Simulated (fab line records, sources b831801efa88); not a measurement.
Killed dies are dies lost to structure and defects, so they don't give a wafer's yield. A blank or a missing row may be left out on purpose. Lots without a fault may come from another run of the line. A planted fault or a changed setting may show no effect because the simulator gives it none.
A struck lot beside a sound one | flow sky130 | 43 steps out of a route of 708
Sound: wafers L846.2, L846.5, L846.6. Struck: wafers L853.2, L853.4, L853.5. The cause comes at the end.
At each step with rows: each side's tool, then ch and its chambers, then its first start. Under that, the readings that differ: sound wafers | struck wafers | difference of the means | sigmas: that difference in standard deviations of wafers without a fault.
alike: readings whose means differ by less than 2 such deviations, and words and numbers that are the same on both sides. not compared: withheld readings, readings that some wafer has no value for, bounds like >300 that may hide the same value, and numbers for which the record gives no deviation and whose values overlap.
The two part at a step that has a row with sigmas, a row that says differs or no value, or rows on one side only. Numbers that don't overlap but have no deviation are shown without sigmas and don't part them. A reading that every wafer of one side lacks parts them only if that side has two wafers or more.

SKY_VIA2_CMP_02: polishes SiO2.
  sound on cmp-01 ch 1,2, day 35 04:08; struck on cmp-02 ch 0,3, day 37 13:35
  alike: head_pressure_psi, motor_current_A
SKY_VIA2_BOW_MEAS_03:
  sound on film_metro-01, day 35 04:28; struck on film_metro-02, day 37 13:54
  alike: VIA2_BOW
then, 8 steps without rows for these wafers: SKY_VIA2_DEHYDRATE_04 (time 60 s); SKY_VIA2_HMDS_05 (prime time 60 s); SKY_VIA2_COAT_06 (resist thk 60 nm); SKY_VIA2_COAT_07 (resist thk 450 nm); SKY_VIA2_SOFTBAKE_08 (time 90 s); SKY_VIA2_EXPOSE_09 (exposes mask VIM2, target cd 200 nm); SKY_VIA2_PEB_10; SKY_VIA2_DEVELOP_11 (develop time 60 s).
SKY_VIA2_CD_MEAS_12: target cd 200 nm.
  sound on cd_sem-01, day 36 06:37; struck on cd_sem-01, day 38 14:49
  reading    | sound             | struck            | difference | sigmas
  cd_nm (nm) | 202.9 203.0 201.9 | 197.9 198.9 198.4 | -4.2       | -2
SKY_VIA2_OVL_MEAS_13:
  sound on overlay-01, day 36 06:43; struck on overlay-01, day 38 14:55
  alike: VIA2_OVL
SKY_VIA2_ETCH_14: etches BARC in N2/H2, stops on SiO2, time 45.9 s, target depth 60 nm.
  sound on rie_diel-01 ch 2,3, day 36 06:45; struck on rie_diel-01 ch 1,2,3, day 38 14:57
  alike: drypump_motor_current_A, oes_product_au, throttle_valve_pct
  not compared: rf_hours_counter_h
then, 7 steps without rows for these wafers: SKY_VIA2_ETCH_15 (etches SiO2 in C4F8/O2/Ar, stops on TiN, target depth 546 nm, time 85.76 s); SKY_VIA2_STRIP_16 (strips in O2/N2); SKY_VIA2_STRIP_17 (strips in post etch residue remover, time 1200 s); SKY_VIA2_CLEAN_18 (cleans in IPA, time 180 s); SKY_VIA2_CLEAN_19 (cleans in O3/DIW); SKY_VIA2_SPUTTER_20 (material TiN, target thk 20 nm, time 80 s); SKY_VIA2_CVD_21 (deposits W, target thk 420 nm, time 126.4 s).
SKY_VIA2_RS_MEAS_22: measures by four-point-probe.
  sound on film_metro-02, day 36 07:42; struck on film_metro-02, day 38 15:55
  alike: VIA2_W_RS
SKY_VIA2_THK_MEAS_23: measures by xrf.
  sound on film_metro-02, day 36 07:49; struck on film_metro-02, day 38 16:01
  alike: VIA2_W_THK
then, 2 steps without rows for these wafers: SKY_VIA2_CMP_24 (polishes, stops on SiO2, t overpolish 20 s, target thk 0 nm); SKY_METAL3_SPUTTER_00 (material Ti, target thk 15 nm, time 10 s).
SKY_METAL3_SPUTTER_01: material TiN, target thk 20 nm, time 16.7 s.
  sound on pvd_sputter-04, day 36 08:11; struck on pvd_sputter-04, day 38 16:24
  alike: throttle_valve_pct
then, 1 step without rows for these wafers: SKY_METAL3_SPUTTER_02 (material AlCu, target thk 735 nm, time 39.1 s).
SKY_METAL3_SPUTTER_03: material Ti, target thk 5 nm, time 3.3 s.
  sound on pvd_sputter-04, day 36 08:15; struck on pvd_sputter-04, day 38 16:28
  alike: throttle_valve_pct
then, 1 step without rows for these wafers: SKY_METAL3_SPUTTER_04 (material TiN, target thk 70 nm, time 58.3 s).
SKY_CAPM_CVD_00: deposits SiO2, target thk 15.5 nm.
  sound on pecvd-02 ch 0,1,2, day 36 08:19; struck on pecvd-02 ch 0,2, day 38 16:32
  alike: heater_power_w
SKY_CAPM_THK_MEAS_01:
  sound on film_metro-03, day 36 08:21; struck on film_metro-04, day 38 16:34
  alike: CAPM_CVD_00_THK
SKY_CAPM_SPUTTER_02: material TiN, target thk 200 nm, time 166.7 s.
  sound on pvd_sputter-03, day 36 08:24; struck on pvd_sputter-02, day 38 16:37
  alike: substrate_temp_c, throttle_valve_pct
SKY_CAPM_RS_MEAS_03: measures by four-point-probe.
  sound on film_metro-03, day 36 08:32; struck on film_metro-02, day 38 16:45
  alike: CAPM_TIN_RS
SKY_CAPM_THK_MEAS_04: measures by xrf.
  sound on film_metro-03, day 36 08:38; struck on film_metro-02, day 38 16:52
  alike: CAPM_TIN_THK
then, 7 steps without rows for these wafers: SKY_CAPM_DEHYDRATE_05 (time 60 s); SKY_CAPM_HMDS_06 (prime time 60 s); SKY_CAPM_COAT_07 (resist thk 1117 nm); SKY_CAPM_SOFTBAKE_08 (time 60 s); SKY_CAPM_EXPOSE_09 (exposes mask CAPM, target cd 1000 nm); SKY_CAPM_PEB_10; SKY_CAPM_DEVELOP_11 (develop time 60 s).
SKY_CAPM_OVL_MEAS_12:
  sound on overlay-01, day 37 10:15; struck on overlay-01, day 39 17:25
  reading       | sound         | struck         | difference | sigmas
  CAPM_OVL (nm) | -0.5 0.3 -0.3 | -4.8 -3.5 -2.1 | -3.3       | -2
then, 1 step without rows for these wafers: SKY_CAPM_METAL_ETCH_13 (etches TiN in Cl2/BCl3, stops on SiO2, target depth 220 nm, time 62.9 s).
-- the record jumps here: 8 days lie between the struck wafers' starts before and after (it left off in module CAPM and takes up again in module PAD_OPEN, whose first step shown is number 708 of the route) --
SKY_PAD_OPEN_PROBE_99:
  sound on prober-02, day 45 18:49; struck on prober-02, day 47 16:11
  reading                               | sound             | struck            | difference | sigmas
  defect_limited_yield (%)              | 83.1 85.2 84.6    | 75.8 73.8 77.4    | -8.6       | -5
  killed_at_M0_to_M3                    | 39 39 41          | 82 86 63          | +37        | +5
  killed_at_other                       | 1 1 0             | 2 3 0             | +1         | +2
  killed_dies                           | 83 73 76          | 119 129 111       | +42        | +4
  sort_bin_5_function (%)               | 10.2 7.3 9.8      | 16.9 16.3 13.6    | +6.5       | +4
  sort_n_pass                           | 409 419 416       | 373 363 381       | -42        | -4
  sort_yield_pct (%)                    | 83.1 85.2 84.6    | 75.8 73.8 77.4    | -8.6       | -5
  model.etest.tester.sort_n_pass        | 409 419 416       | 373 363 381       | -42        |
  model.etest.tester.sort_yield_pct (%) | 83.13 85.16 84.55 | 75.81 73.78 77.44 | -8.60      |
  model.etest.tester.sort_bin_5_pct (%) | 10.16 7.317 9.756 | 16.87 16.26 13.62 | +6.51      |
  alike: killed_at_M4_up, killed_at_contacts, killed_at_front_end, killed_open, killed_short, sort_bin_3_pad_short, sort_bin_6_memory
  not compared: model.etest.tester.sort_bin_3_pct

WHERE THEY PART
First at SKY_VIA2_CD_MEAS_12; last, within this record, at SKY_PAD_OPEN_PROBE_99.

WHY: what the simulator had put in
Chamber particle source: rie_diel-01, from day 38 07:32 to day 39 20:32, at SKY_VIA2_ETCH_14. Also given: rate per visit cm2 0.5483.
